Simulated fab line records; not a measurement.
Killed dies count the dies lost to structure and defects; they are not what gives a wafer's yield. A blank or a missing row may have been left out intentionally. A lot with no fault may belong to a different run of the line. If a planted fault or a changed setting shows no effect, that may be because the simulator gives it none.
One fault through the eyes of 2 desks    flow sky130    numbers are kept per desk, each desk with only its own; the story behind them comes last

## THE TOOL OWNER'S DESK: pvd-sputter-01
The tool's own readings at SKY_METAL1_SPUTTER_00 (material Ti, target thk 15 nm, time 10 s): means of the sampled wafers that have a number, for each lot that ran on this tool. Marked OUT: a lot whose mean sits more than 4 standard deviations from the usual mean, which makes it out of limits; the brackets give that distance.
Columns: A = throttle-valve-pct at SKY_METAL1_SPUTTER_00, usual 30.0 %
lot   first seen here  A
L169  day 31 07:43     30.2
L185  day 36 02:27     29.9
L186  day 36 03:18     30.4
This desk found nothing out of limits on any of the 3 lots.

## THE METROLOGY DESK
What the gauges read, lot by lot, whatever tool the lot ran on: means of the sampled wafers that have a number. Marked OUT: a lot whose mean sits more than 4 standard deviations from the usual mean, which makes it out of limits; the brackets give that distance.
Columns: A = CONTACT_W_RS at SKY_CONTACT_RS_MEAS_25, usual 0.339 ohm/sq; B = CONTACT_W_THK at SKY_CONTACT_THK_MEAS_26, usual 336 nm
lot   first seen here  A      B
L169  day 31 07:14     0.335  337
L172  day 33 15:51     0.337  337
L185  day 36 01:58     0.346  329
L186  day 36 02:52     0.347  327
L187  day 36 21:57     0.338  335
L188  day 37 14:39     0.342  329
This desk found nothing out of limits on any of the 6 lots.

## PUT TOGETHER
Nothing out of limits was seen by the tool owner's desk.
Nothing out of limits was seen by the metrology desk.

## WHAT THE SIMULATOR HAD PUT IN
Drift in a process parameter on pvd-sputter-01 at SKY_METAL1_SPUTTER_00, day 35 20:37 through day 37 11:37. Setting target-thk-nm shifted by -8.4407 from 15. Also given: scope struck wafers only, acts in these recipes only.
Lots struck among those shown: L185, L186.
